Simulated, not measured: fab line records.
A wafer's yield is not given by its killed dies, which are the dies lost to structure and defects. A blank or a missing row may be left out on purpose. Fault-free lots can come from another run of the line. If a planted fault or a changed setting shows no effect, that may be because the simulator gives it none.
Which tool was responsible? ; flow gf180mcu ; 7 lots, 21 wafers sampled, at 4 steps of a route of 602

== WHAT THE GAUGES READ, wafer by wafer ==
GF_V2_THK_MEAS_01.
lot;measured;on;V2_CVD_00_THK (nm)
L117;day 19 14:05;film metro-01;613 613 607
L119;day 20 03:43;film metro-03;601 599 606
L123;day 22 04:25;film metro-03;591 601 599
L125;day 22 11:49;film metro-02;604 609 600
L135;day 25 22:43;film metro-01;601 606 597
L138;day 26 22:16;film metro-03;609 593 589

== WHICH TOOL RAN EACH LOT (tool, then ch and the chambers of the sampled wafers, then the start) ==
lot;GF_DUAL_GATE_WET_ETCH_12;GF_M1_SPUTTER_01;GF_V1_CMP_04
L117;wet bench-04 ch 3, day 8 14:20;pvd sputter-04, day 16 12:38;cmp-01 ch 1,2,3, day 17 11:33
L119;wet bench-03 ch 2, day 9 00:47;pvd sputter-01, day 17 00:26;cmp-02 ch 1,3, day 18 00:49
L123;wet bench-03 ch 3, day 10 10:29;pvd sputter-01, day 19 00:05;cmp-02 ch 0,2,3, day 20 01:42
L125;wet bench-03 ch 1, day 10 19:47;pvd sputter-01, day 19 08:21;cmp-02 ch 1,2,3, day 20 09:16
L130;wet bench-03 ch 3, day 12 07:52;-;-
L135;wet bench-04 ch 3, day 13 23:53;pvd sputter-03, day 23 00:26;cmp-02 ch 2,3, day 24 00:44
L138;wet bench-03 ch 2, day 14 18:32;pvd sputter-03, day 24 02:02;cmp-02 ch 0,1,2, day 25 01:40
- GF_DUAL_GATE_WET_ETCH_12: etches SiO2 in dHF, target depth 13 nm, time 260 s.
- GF_M1_SPUTTER_01: material TiN, target thk 30 nm, time 25 s.
- GF_V1_CMP_04: polishes SiO2.

== THE ANSWER, worked out from the rows above alone ==
Rule: usual is defined by the lots themselves. Put in order of their means at a reading, lots are off if they are a third of the lots or fewer, leave a main group of 4 or more, and stand apart from it by a gap of 3 or more times the standard deviation of the main group's means; of several such gaps the widest counts. A main group is skipped when, at the precision printed for the reading in the tables above, its means are all equal. Also off: a lot with no number at a reading for which 4 or more lots have one. The other lots that the step has rows for count as sound.
No lot is off on any of the readings shown, so nothing can be concluded from this.

== WHAT THE SIMULATOR PUT IN ==
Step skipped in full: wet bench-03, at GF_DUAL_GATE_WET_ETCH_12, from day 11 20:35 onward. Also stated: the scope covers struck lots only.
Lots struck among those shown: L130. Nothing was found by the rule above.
